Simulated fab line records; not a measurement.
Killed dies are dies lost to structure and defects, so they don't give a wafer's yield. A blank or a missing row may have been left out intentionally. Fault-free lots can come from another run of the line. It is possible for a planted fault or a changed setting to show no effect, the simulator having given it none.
Matching of chambers    flow sky130    4 sister chambers for SKY_POLY_GATE_ETCH_17 on rieSi-01
The step etches poly-Si in HBr/Cl2, stops on SiO2, target depth 180 nm, time 70.5 s. 16 wafers are shown with their chamber, then 8 later ones without.

== EACH WAFER AND ITS CHAMBER ==
wafer   chamber  drypumpMotorCurrentA (A)  oesProductAu (a.u.)  throttleValvePct (%)
L423.1  0        5.0                       0.978                33.671
L423.3  3        5.7                       0.976                33.697
L423.4  1        6.4                       0.988                33.687
L425.2  1        6.4                       0.996                33.685
L425.3  3        5.7                       0.983                33.684
L425.4  2        6.6                       0.990                33.682
L430.1  1        6.4                       0.996                33.687
L430.2  3        5.7                       0.984                33.677
L430.5  3        5.7                       0.985                33.671
L432.3  0        5.0                       0.994                33.689
L432.5  2        6.7                       0.998                33.686
L432.6  3        5.7                       0.987                33.679
L436.1  1        6.3                       0.985                33.674
L436.2  3        5.7                       0.987                33.680
L436.3  0        5.1                       0.982                33.688
L438.1  0        5.0                       0.984                33.694

SIGNATURES (averages over the wafers above)
reading               chamber 0  chamber 1  chamber 2  chamber 3  scatter within a chamber
drypumpMotorCurrentA  5.025      6.375      6.650      5.700      0.0408
oesProductAu          0.98450    0.99125    0.99400    0.98367    0.00539
throttleValvePct      33.68550   33.68325   33.68400   33.68133   0.00822
Rule: for each reading, subtract the chamber's mean from the wafer's reading, divide by that reading's scatter and square the result; add these up over the readings and take the root, which gives the wafer's distance from the chamber. The wafer belongs to the nearest chamber; if the next one is less than 2 further off, it can't be placed. The scatter is the square root of a quotient: the sum, over the shown wafers, of each reading's squared deviation from its chamber's mean, divided by wafers minus chambers.

== WAFERS WITHOUT THEIR CHAMBER ==
wafer   drypumpMotorCurrentA (A)  oesProductAu (a.u.)  throttleValvePct (%)
L438.3  6.7                       0.985                33.686
L438.6  6.6                       0.989                33.693
L440.1  6.6                       0.997                33.687
L440.2  5.7                       0.990                33.668
L440.4  6.3                       0.993                33.688
L442.2  5.0                       0.987                33.682
L442.4  6.4                       0.995                33.677
L442.5  5.7                       0.985                33.689

== WHICH CHAMBER EACH ONE RAN IN ==
wafer   from the rows above  in truth
L438.3  2                    2
L438.6  2                    2
L440.1  2                    2
L440.2  3                    3
L440.4  1                    1
L442.2  0                    0
L442.4  1                    1
L442.5  3                    3
Placed correctly: 8 of 8. Not placeable from these rows: 0. Placed wrongly: 0.
